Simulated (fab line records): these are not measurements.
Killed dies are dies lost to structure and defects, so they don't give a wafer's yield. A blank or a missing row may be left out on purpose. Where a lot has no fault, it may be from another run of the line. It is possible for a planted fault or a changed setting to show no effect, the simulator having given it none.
fab line records	flow sky130	part 1 of 2: steps 1 to 30 of 43
record lots=5	wafers=15	last-day=50
route steps=708 shown LDD_HVN@274 LDD_HVP@278 LDD_LDN@289 SPACER@304 POLY_CUT@307
lots untouched by any fault: they come from a run of this same line in which no faults occurred
start-h: hours from the record's first day to the start of the lot's first wafer shown	wait-h: hours elapsed since this lot's preceding step	" identical to the entry in the row above	L1.1+2: a row that stands for several wafers	- no value present, or no start provided	* or withheld: withheld	< > ~ a bound
route shown NAME@n: a module of which the file shows steps, and the number in the route of the first	usual: mean/standard deviation taken from wafers without a fault	same: alike in all rows	chamber/n: place in a boat	sites: each site's reading	_std_site: their standard deviation	_edge_site: mean of outer sites minus mean of inner sites	radius-mm: how far each site lies from the wafer's centre	mask NAME#n: copy n	behind: tool/chamber where the wafer was last shaped	hold: why the lot went on hold/how many hours it stayed there/how the hold came to an end	device: transistor that didn't switch, given as n, p or np	end of line: the same wafers' tests at the end of the route	a step with no rows: only its recipe	killed: dies lost to structure and defects at the first sort, not the wafer's yield	map: per-die view of a wafer (x killed, . not killed, _ where there is no die)
set.NAME: the setting as run; set.NAME@STEP: as run at that earlier step	model.NAME: the simulator's own value behind a step, which no gauge read
lots seen at some steps along the route; tables by step, rows by wafer
services: the hour from which a tool's chamber was out of use, counted from the record's first day as start-h (under 0 if before that day), plus the number of hours and why
## steps
# step SKY_LDD_HVN_OVL_MEAS_07
# usual LDD_HVN_OVL=0.1/1.3
lot.wafer	tool	chamber	start-h	wait-h	LDD_HVN_OVL[nm]
L075.2	overlay-02	-	474.48	0.1	2.0
L075.3	"	-	"	"	2.4
L075.6	"	-	"	"	2.3
L077.2	overlay-02	-	491.13	0.1	0.0
L077.4	"	-	"	"	0.5
L077.6	"	-	"	"	-0.3
L080.2	overlay-02	-	521.10	0.1	-1.6
L080.4	"	-	"	"	-2.0
L080.6	"	-	"	"	0.4
L092.2	overlay-02	-	619.00	0.1	-0.2
L092.3	"	-	"	"	0.3
L092.4	"	-	"	"	1.1
L095.1	overlay-02	-	645.62	0.1	0.8
L095.2	"	-	"	"	0.6
L095.3	"	-	"	"	1.4
# step SKY_LDD_HVN_IMPLANT_08
# recipe species=P	energy-kev=60	dose-cm2=3e+13	tilt-deg=40
# usual beam-on-s=10.01/0.21	faraday-current-uA=169/3.6
lot.wafer	tool	chamber	start-h	wait-h	beam-on-s	faraday-current-uA
L075.2	implanter-02	0	474.53	0.0	9.92	171
L075.3	"	0	"	"	10.35	163
L075.6	"	0	"	"	10.06	168
L077.2	implanter-02	0	491.18	0.0	9.87	171
L077.4	"	0	"	"	9.90	171
L077.6	"	0	"	"	9.99	170
L080.2	implanter-04	0	521.16	0.0	10.23	165
L080.4	"	0	"	"	10.24	166
L080.6	"	0	"	"	10.00	169
L092.2	implanter-04	0	619.06	0.0	9.71	175
L092.3	"	0	"	"	10.03	169
L092.4	"	0	"	"	10.04	168
L095.1	implanter-04	0	645.66	0.0	10.03	169
L095.2	"	0	"	"	9.80	173
L095.3	"	0	"	"	9.71	175
# step SKY_LDD_HVN_STRIP_09
# recipe chemistry=O2/N2	power-w=1400	pressure-mtorr=1500	platen-temp-c=withheld	o2-flow-sccm=3000	n2-flow-sccm=300	overash-fraction=0.5
# usual drypump-motor-current-A=5.6/0.53	oes-product-au=0.409/0.0049	strip-time-to-endpoint-s=4.138/0.014
lot.wafer	tool	chamber	start-h	wait-h	drypump-motor-current-A	oes-product-au	rf-hours-counter-h	strip-time-to-endpoint-s
L075.2	plasma-asher-02	0	474.66	0.1	5.6	0.406	82	4.151
L075.3	"	1	"	"	5.4	0.410	-	4.122
L075.6	"	0	"	"	5.6	0.411	-	4.136
L077.2	plasma-asher-04	1	491.31	0.1	5.3	0.410	66	4.167
L077.4	"	1	"	"	5.3	0.407	-	4.140
L077.6	"	1	"	"	5.3	0.415	-	4.161
L080.2	plasma-asher-02	0	521.28	0.1	5.6	0.412	86	4.141
L080.4	"	1	"	"	5.3	0.407	-	4.124
L080.6	"	0	"	"	5.6	0.411	-	4.128
L092.2	plasma-asher-02	1	619.18	0.1	5.4	0.408	96	4.121
L092.3	"	0	"	"	5.6	0.417	-	4.118
L092.4	"	1	"	"	5.4	0.411	-	4.126
L095.1	plasma-asher-04	1	645.81	0.1	5.3	0.404	82	4.150
L095.2	"	0	"	"	5.0	0.405	82	4.156
L095.3	"	1	"	"	5.3	0.424	-	4.151
# step SKY_LDD_HVN_TW_MEAS_10
# usual LDD_HVN_TW=1440/14
lot.wafer	tool	chamber	start-h	wait-h	LDD_HVN_TW
L075.2	film-metro-01	-	474.77	0.1	1461
L075.3	"	-	"	"	1457
L075.6	"	-	"	"	1467
L077.2	film-metro-01	-	491.42	0.1	1441
L077.4	"	-	"	"	1457
L077.6	"	-	"	"	1455
L080.2	film-metro-04	-	521.39	0.1	1412
L080.4	"	-	"	"	1420
L080.6	"	-	"	"	1410
L092.2	film-metro-04	-	619.29	0.1	1423
L092.3	"	-	"	"	1419
L092.4	"	-	"	"	1418
L095.1	film-metro-01	-	645.91	0.1	1455
L095.2	"	-	"	"	1451
L095.3	"	-	"	"	1448
# step SKY_LDD_HVP_DEHYDRATE_00
# recipe temp-c=200	time-s=60
lot.wafer	tool	chamber	start-h	wait-h
L075.2+3+6	litho-track-01	0	489.65	14.9
L077.2+4+6	litho-track-02	0	506.19	14.8
L080.2+4+6	litho-track-02	0	536.64	15.2
L092.2+3+4	litho-track-03	0	633.15	13.9
L095.1+2+3	litho-track-02	0	659.41	13.5
# step SKY_LDD_HVP_HMDS_01
# recipe prime-time-s=60	prime-temp-c=120
# usual prime-temp-c=120.04/0.12
lot.wafer	tool	chamber	start-h	wait-h	prime-temp-c
L075.2	litho-track-01	0	489.80	0.1	120.25
L075.3	"	0	"	"	120.05
L075.6	"	0	"	"	120.23
L077.2	litho-track-02	0	506.34	0.1	119.93
L077.4	"	0	"	"	120.00
L077.6	"	0	"	"	120.05
L080.2	litho-track-02	0	536.79	0.1	119.83
L080.4	"	0	"	"	119.95
L080.6	"	0	"	"	120.17
L092.2	litho-track-03	0	633.30	0.1	120.17
L092.3	"	0	"	"	120.09
L092.4	"	0	"	"	120.27
L095.1	litho-track-02	0	659.56	0.1	119.98
L095.2	"	0	"	"	119.78
L095.3	"	0	"	"	119.80
# step SKY_LDD_HVP_COAT_02
# recipe resist=NOVOLAK	spin-rpm=3000	resist-thk-nm=300
lot.wafer	tool	chamber	start-h	wait-h
L075.2+3+6	litho-track-01	0	489.95	0.1
L077.2+4+6	litho-track-02	0	506.49	0.1
L080.2+4+6	litho-track-02	0	536.94	0.1
L092.2+3+4	litho-track-03	0	633.45	0.1
L095.1+2+3	litho-track-02	0	659.71	0.1
# step SKY_LDD_HVP_SOFTBAKE_03
# recipe temp-c=90	time-s=60	resist=NOVOLAK
lot.wafer	tool	chamber	start-h	wait-h
L075.2+3+6	litho-track-01	0	490.10	0.1
L077.2+4+6	litho-track-02	0	506.64	0.1
L080.2+4+6	litho-track-02	0	537.09	0.1
L092.2+3+4	litho-track-03	0	633.60	0.1
L095.1+2+3	litho-track-02	0	659.86	0.1
# step SKY_LDD_HVP_EXPOSE_04
# recipe mask-id=HVPTM	na=0.6	source-shape=conventional	sigma-outer=0.6	polarization=unpolarized	target-cd-nm=700	dose-mj=86
lot.wafer	tool	chamber	start-h	wait-h	mask
L075.2+3+6	iline-stepper-01	0	-	-	HVPTM#0
L077.2+4+6	iline-stepper-02	0	-	-	HVPTM#0
L080.2+4+6	iline-stepper-01	0	-	-	HVPTM#0
L092.2+3+4	iline-stepper-01	0	-	-	HVPTM#0
L095.1+2+3	iline-stepper-01	0	-	-	HVPTM#0
# step SKY_LDD_HVP_PEB_05
# recipe temp-c=withheld	time-s=*	resist=NOVOLAK
lot.wafer	tool	chamber	start-h	wait-h
L075.2+3+6	litho-track-02	0	-	-
L077.2+4+6	litho-track-03	0	-	-
L080.2+4+6	litho-track-01	0	-	-
L092.2+3+4	litho-track-01	0	-	-
L095.1+2+3	litho-track-01	0	-	-
# step SKY_LDD_HVP_DEVELOP_06
# recipe resist=NOVOLAK	developer=TMAH	develop-time-s=60	dev-temp-c=23
lot.wafer	tool	chamber	start-h	wait-h
L075.2+3+6	litho-track-02	0	505.74	0.1
L077.2+4+6	litho-track-03	0	521.50	0.1
L080.2+4+6	litho-track-01	0	551.85	0.1
L092.2+3+4	litho-track-01	0	647.60	0.1
L095.1+2+3	litho-track-01	0	673.42	0.1
# step SKY_LDD_HVP_OVL_MEAS_07
# usual LDD_HVP_OVL=0.8/1.4
lot.wafer	tool	chamber	start-h	wait-h	LDD_HVP_OVL[nm]
L075.2	overlay-01	-	505.87	0.1	3.2
L075.3	"	-	"	"	2.6
L075.6	"	-	"	"	2.1
L077.2	overlay-02	-	521.64	0.1	1.8
L077.4	"	-	"	"	1.7
L077.6	"	-	"	"	0.5
L080.2	overlay-01	-	551.98	0.1	1.9
L080.4	"	-	"	"	4.1
L080.6	"	-	"	"	2.0
L092.2	overlay-02	-	647.73	0.1	2.2
L092.3	"	-	"	"	0.2
L092.4	"	-	"	"	2.8
L095.1	overlay-02	-	673.57	0.1	3.7
L095.2	"	-	"	"	1.0
L095.3	"	-	"	"	0.4
# step SKY_LDD_HVP_IMPLANT_08
# recipe species=B	energy-kev=20	dose-cm2=1.7e+13	tilt-deg=17.9
# usual beam-on-s=10.03/0.2	faraday-current-uA=95.6/1.9
lot.wafer	tool	chamber	start-h	wait-h	beam-on-s	faraday-current-uA
L075.2	implanter-02	0	505.93	0.0	10.10	94.8
L075.3	"	0	"	"	10.05	95.7
L075.6	"	0	"	"	9.60	99.4
L077.2	implanter-02	0	521.69	0.0	9.90	96.6
L077.4	"	0	"	"	10.40	92.1
L077.6	"	0	"	"	10.08	95.0
L080.2	implanter-04	0	552.08	0.1	9.85	97.1
L080.4	"	0	"	"	9.98	96.3
L080.6	"	0	"	"	9.94	96.6
L092.2	implanter-04	0	647.78	0.0	10.46	91.4
L092.3	"	0	"	"	9.88	97.1
L092.4	"	0	"	"	10.30	92.5
L095.1	implanter-04	0	673.61	0.0	9.79	97.7
L095.2	"	0	"	"	10.11	94.6
L095.3	"	0	"	"	9.89	97.2
# step SKY_LDD_HVP_STRIP_09
# recipe chemistry=O2/N2	power-w=1400	pressure-mtorr=1500	platen-temp-c=withheld	o2-flow-sccm=3000	n2-flow-sccm=300	overash-fraction=0.5
# usual drypump-motor-current-A=6.1/0.48	oes-product-au=0.408/0.0047	strip-time-to-endpoint-s=4.135/0.015
lot.wafer	tool	chamber	start-h	wait-h	drypump-motor-current-A	oes-product-au	rf-hours-counter-h	strip-time-to-endpoint-s
L075.2	plasma-asher-01	1	506.05	0.1	6.0	0.404	8	4.117
L075.3	"	0	"	"	6.6	0.407	-	4.123
L075.6	"	0	"	"	6.6	0.408	-	4.121
L077.2	plasma-asher-01	1	521.82	0.1	6.0	0.410	10	4.130
L077.4	"	1	"	"	6.0	0.413	-	4.144
L077.6	"	0	"	"	6.6	0.414	-	4.130
L080.2	plasma-asher-01	1	552.20	0.1	6.0	0.411	13	4.108
L080.4	"	1	"	"	6.0	0.405	-	4.122
L080.6	"	0	"	"	6.6	0.403	-	4.113
L092.2	plasma-asher-02	0	647.91	0.1	5.5	0.408	98	4.147
L092.3	"	1	"	"	5.4	0.413	-	4.151
L092.4	"	0	"	"	5.6	0.408	-	4.136
L095.1	plasma-asher-01	1	673.76	0.1	6.0	0.408	25	4.119
L095.2	"	0	"	"	6.6	0.407	25	4.130
L095.3	"	1	"	"	6.0	0.409	-	4.111
# step SKY_LDD_HVP_TW_MEAS_10
# usual LDD_HVP_TW=458/3.2
lot.wafer	tool	chamber	start-h	wait-h	LDD_HVP_TW
L075.2	film-metro-02	-	506.16	0.1	462
L075.3	"	-	"	"	463
L075.6	"	-	"	"	458
L077.2	film-metro-03	-	521.93	0.1	457
L077.4	"	-	"	"	458
L077.6	"	-	"	"	457
L080.2	film-metro-03	-	552.31	0.1	457
L080.4	"	-	"	"	459
L080.6	"	-	"	"	459
L092.2	film-metro-04	-	648.02	0.1	456
L092.3	"	-	"	"	454
L092.4	"	-	"	"	454
L095.1	film-metro-03	-	673.86	0.1	459
L095.2	"	-	"	"	460
L095.3	"	-	"	"	461
# step SKY_LDD_LDN_DEHYDRATE_00
# recipe temp-c=200	time-s=60
lot.wafer	tool	chamber	start-h	wait-h
L075.2+3+6	litho-track-04	0	521.12	14.9
L077.2+4+6	litho-track-01	0	537.20	15.3
L080.2+4+6	litho-track-02	0	566.64	14.3
L092.2+3+4	litho-track-01	0	661.75	13.7
L095.1+2+3	litho-track-04	0	687.00	13.1
# step SKY_LDD_LDN_HMDS_01
# recipe prime-time-s=60	prime-temp-c=120
# usual prime-temp-c=120.01/0.15
lot.wafer	tool	chamber	start-h	wait-h	prime-temp-c
L075.2	litho-track-04	0	521.27	0.1	120.00
L075.3	"	0	"	"	120.08
L075.6	"	0	"	"	120.02
L077.2	litho-track-01	0	537.35	0.1	120.10
L077.4	"	0	"	"	120.06
L077.6	"	0	"	"	119.85
L080.2	litho-track-02	0	566.79	0.1	119.71
L080.4	"	0	"	"	119.96
L080.6	"	0	"	"	119.99
L092.2	litho-track-01	0	661.90	0.1	119.93
L092.3	"	0	"	"	120.21
L092.4	"	0	"	"	120.05
L095.1	litho-track-04	0	687.15	0.1	119.97
L095.2	"	0	"	"	119.96
L095.3	"	0	"	"	120.05
# step SKY_LDD_LDN_COAT_02
# recipe resist=NOVOLAK	spin-rpm=3000	resist-thk-nm=1140
lot.wafer	tool	chamber	start-h	wait-h
L075.2+3+6	litho-track-04	0	521.42	0.1
L077.2+4+6	litho-track-01	0	537.50	0.1
L080.2+4+6	litho-track-02	0	566.94	0.1
L092.2+3+4	litho-track-01	0	662.05	0.1
L095.1+2+3	litho-track-04	0	687.30	0.1
# step SKY_LDD_LDN_SOFTBAKE_03
# recipe temp-c=90	time-s=60	resist=NOVOLAK
lot.wafer	tool	chamber	start-h	wait-h
L075.2+3+6	litho-track-04	0	521.57	0.1
L077.2+4+6	litho-track-01	0	537.65	0.1
L080.2+4+6	litho-track-02	0	567.09	0.1
L092.2+3+4	litho-track-01	0	662.20	0.1
L095.1+2+3	litho-track-04	0	687.45	0.1
# step SKY_LDD_LDN_EXPOSE_04
# recipe mask-id=LDNTM	na=0.6	source-shape=conventional	sigma-outer=0.6	polarization=unpolarized	target-cd-nm=700	dose-mj=140
lot.wafer	tool	chamber	start-h	wait-h	mask
L075.2+3+6	iline-stepper-01	0	-	-	LDNTM#0
L077.2+4+6	iline-stepper-01	0	-	-	LDNTM#0
L080.2+4+6	iline-stepper-02	0	-	-	LDNTM#0
L092.2+3+4	iline-stepper-02	0	-	-	LDNTM#0
L095.1+2+3	iline-stepper-02	0	-	-	LDNTM#0
# step SKY_LDD_LDN_PEB_05
# recipe temp-c=withheld	time-s=*	resist=NOVOLAK
lot.wafer	tool	chamber	start-h	wait-h
L075.2+3+6	litho-track-04	0	-	-
L077.2+4+6	litho-track-01	0	-	-
L080.2+4+6	litho-track-04	0	-	-
L092.2+3+4	litho-track-02	0	-	-
L095.1+2+3	litho-track-02	0	-	-
# step SKY_LDD_LDN_DEVELOP_06
# recipe resist=NOVOLAK	developer=TMAH	develop-time-s=60	dev-temp-c=23
lot.wafer	tool	chamber	start-h	wait-h
L075.2+3+6	litho-track-04	0	537.17	0.1
L077.2+4+6	litho-track-01	0	552.15	0.1
L080.2+4+6	litho-track-04	0	581.77	0.1
L092.2+3+4	litho-track-02	0	676.04	0.1
L095.1+2+3	litho-track-02	0	701.31	0.1
# step SKY_LDD_LDN_OVL_MEAS_07
# usual LDD_LDN_OVL=0.6/1.6
lot.wafer	tool	chamber	start-h	wait-h	LDD_LDN_OVL[nm]
L075.2	overlay-02	-	537.30	0.1	0.3
L075.3	"	-	"	"	1.1
L075.6	"	-	"	"	-0.3
L077.2	overlay-01	-	552.28	0.1	0.2
L077.4	"	-	"	"	-0.8
L077.6	"	-	"	"	1.9
L080.2	overlay-01	-	581.90	0.1	-0.1
L080.4	"	-	"	"	0.5
L080.6	"	-	"	"	1.7
L092.2	overlay-01	-	676.17	0.1	-2.0
L092.3	"	-	"	"	-0.1
L092.4	"	-	"	"	-0.2
L095.1	overlay-02	-	701.46	0.1	0.0
L095.2	"	-	"	"	0.5
L095.3	"	-	"	"	-2.3
# step SKY_LDD_LDN_IMPLANT_08
# recipe species=As	energy-kev=15	dose-cm2=1.25e+13	tilt-deg=withheld	rotation-deg=23
# usual beam-on-s=10.02/0.21	faraday-current-uA=70.3/1.4
lot.wafer	tool	chamber	start-h	wait-h	beam-on-s	faraday-current-uA
L075.2	implanter-03	0	537.36	0.0	10.07	70.1
L075.3	"	0	"	"	10.25	68.8
L075.6	"	0	"	"	10.10	69.9
L077.2	implanter-01	0	552.33	0.0	9.89	70.9
L077.4	"	0	"	"	9.94	70.9
L077.6	"	0	"	"	10.06	70.1
L080.2	implanter-03	0	581.96	0.0	10.00	70.4
L080.4	"	0	"	"	9.98	70.7
L080.6	"	0	"	"	9.92	71.0
L092.2	implanter-01	0	676.23	0.0	9.91	71.0
L092.3	"	0	"	"	10.07	69.9
L092.4	"	0	"	"	10.30	68.5
L095.1	implanter-01	0	701.50	0.0	9.97	70.7
L095.2	"	0	"	"	10.07	70.4
L095.3	"	0	"	"	10.14	69.5
# step SKY_LDD_LDN_IMPLANT_09
# recipe species=As	energy-kev=15	dose-cm2=1.25e+13	tilt-deg=withheld	rotation-deg=113
# usual beam-on-s=10.00/0.2	faraday-current-uA=70.5/1.4
lot.wafer	tool	chamber	start-h	wait-h	beam-on-s	faraday-current-uA
L075.2	implanter-03	0	537.51	0.1	9.95	70.9
L075.3	"	0	"	"	10.23	68.9
L075.6	"	0	"	"	9.97	70.5
L077.2	implanter-01	0	552.48	0.1	10.40	68.0
L077.4	"	0	"	"	10.14	69.7
L077.6	"	0	"	"	9.96	70.6
L080.2	implanter-03	0	582.11	0.1	10.00	70.8
L080.4	"	0	"	"	9.94	70.9
L080.6	"	0	"	"	9.96	70.7
L092.2	implanter-01	0	676.38	0.1	9.48	73.8
L092.3	"	0	"	"	10.15	69.2
L092.4	"	0	"	"	9.86	71.3
L095.1	implanter-01	0	701.65	0.1	10.03	70.3
L095.2	"	0	"	"	9.62	73.2
L095.3	"	0	"	"	10.25	68.7
# step SKY_LDD_LDN_IMPLANT_10
# recipe species=As	energy-kev=15	dose-cm2=1.25e+13	tilt-deg=withheld	rotation-deg=203
# usual beam-on-s=9.97/0.21	faraday-current-uA=70.7/1.4
lot.wafer	tool	chamber	start-h	wait-h	beam-on-s	faraday-current-uA
L075.2	implanter-03	0	537.66	0.1	9.98	70.9
L075.3	"	0	"	"	9.66	73.0
L075.6	"	0	"	"	10.04	70.2
L077.2	implanter-01	0	552.63	0.1	9.69	72.5
L077.4	"	0	"	"	9.69	73.0
L077.6	"	0	"	"	10.22	69.2
L080.2	implanter-03	0	582.26	0.1	9.98	70.5
L080.4	"	0	"	"	10.16	69.4
L080.6	"	0	"	"	10.47	67.2
L092.2	implanter-01	0	676.53	0.1	10.09	69.9
L092.3	"	0	"	"	9.92	71.1
L092.4	"	0	"	"	10.38	67.8
L095.1	implanter-01	0	701.80	0.1	10.30	68.7
L095.2	"	0	"	"	9.73	72.5
L095.3	"	0	"	"	9.46	74.0
# step SKY_LDD_LDN_IMPLANT_11
# recipe species=As	energy-kev=15	dose-cm2=1.25e+13	tilt-deg=withheld	rotation-deg=293
# usual beam-on-s=9.97/0.2	faraday-current-uA=70.7/1.4
lot.wafer	tool	chamber	start-h	wait-h	beam-on-s	faraday-current-uA
L075.2	implanter-03	0	537.81	0.1	10.30	68.5
L075.3	"	0	"	"	9.91	71.2
L075.6	"	0	"	"	10.13	69.5
L077.2	implanter-01	0	552.78	0.1	10.02	70.3
L077.4	"	0	"	"	9.88	71.3
L077.6	"	0	"	"	9.64	73.3
L080.2	implanter-03	0	582.41	0.1	10.24	68.5
L080.4	"	0	"	"	10.20	69.5
L080.6	"	0	"	"	9.87	71.3
L092.2	implanter-01	0	676.68	0.1	9.73	72.2
L092.3	"	0	"	"	10.05	70.4
L092.4	"	0	"	"	10.16	69.3
L095.1	implanter-01	0	701.95	0.1	9.77	72.2
L095.2	"	0	"	"	10.08	69.9
L095.3	"	0	"	"	9.74	72.5
# step SKY_LDD_LDN_STRIP_12
# recipe chemistry=O2/N2	power-w=1400	pressure-mtorr=1500	platen-temp-c=withheld	o2-flow-sccm=3000	n2-flow-sccm=300	overash-fraction=0.5
# usual drypump-motor-current-A=5.7/0.53	oes-product-au=0.716/0.0046	strip-time-to-endpoint-s=14.19/0.041
lot.wafer	tool	chamber	start-h	wait-h	drypump-motor-current-A	oes-product-au	rf-hours-counter-h	strip-time-to-endpoint-s
L075.2	plasma-asher-02	0	537.93	0.1	5.6	0.709	87	14.16
L075.3	"	0	"	"	5.6	0.731	-	14.21
L075.6	"	1	"	"	5.3	0.716	-	14.21
L077.2	plasma-asher-04	0	552.91	0.1	4.9	0.714	72	14.19
L077.4	"	1	"	"	5.3	0.714	-	14.18
L077.6	"	1	"	"	5.3	0.717	-	14.21
L080.2	plasma-asher-03	0	582.53	0.1	6.7	0.718	42	14.15
L080.4	"	1	"	"	5.9	0.716	-	14.15
L080.6	"	1	"	"	5.9	0.721	-	14.19
L092.2	plasma-asher-02	1	676.80	0.1	5.4	0.715	101	14.22
L092.3	"	0	"	"	5.6	0.712	-	14.24
L092.4	"	1	"	"	5.3	0.718	-	14.23
L095.1	plasma-asher-03	1	702.10	0.1	5.9	0.720	54	14.19
L095.2	"	0	"	"	6.7	0.716	54	14.19
L095.3	"	1	"	"	5.9	0.715	-	14.19
# step SKY_LDD_LDN_TW_MEAS_13
# usual LDD_LDN_TW=1478/15
lot.wafer	tool	chamber	start-h	wait-h	LDD_LDN_TW
L075.2	film-metro-02	-	538.04	0.1	1496
L075.3	"	-	"	"	1492
L075.6	"	-	"	"	1500
L077.2	film-metro-01	-	553.02	0.1	1483
L077.4	"	-	"	"	1479
L077.6	"	-	"	"	1492
L080.2	film-metro-04	-	582.64	0.1	1466
L080.4	"	-	"	"	1467
L080.6	"	-	"	"	1470
L092.2	film-metro-02	-	676.91	0.1	1484
L092.3	"	-	"	"	1492
L092.4	"	-	"	"	1488
L095.1	film-metro-04	-	702.20	0.1	1464
L095.2	"	-	"	"	1463
L095.3	"	-	"	"	1466
# step SKY_LDD_LDN_CLEAN_14
# recipe chemistry=SC1/SC2	mix=1:4:20	temp-c=70	time-s=150	dry=n2-spin
lot.wafer	tool	chamber	start-h	wait-h
L075.2+3+6	wet-bench-02	0	538.09	0.0
L077.2+4+6	wet-bench-01	2	553.07	0.0
L080.2+4+6	wet-bench-02	1	582.69	0.0
L092.2+3+4	wet-bench-04	1	676.96	0.0
L095.1+2+3	wet-bench-02	0	702.26	0.1
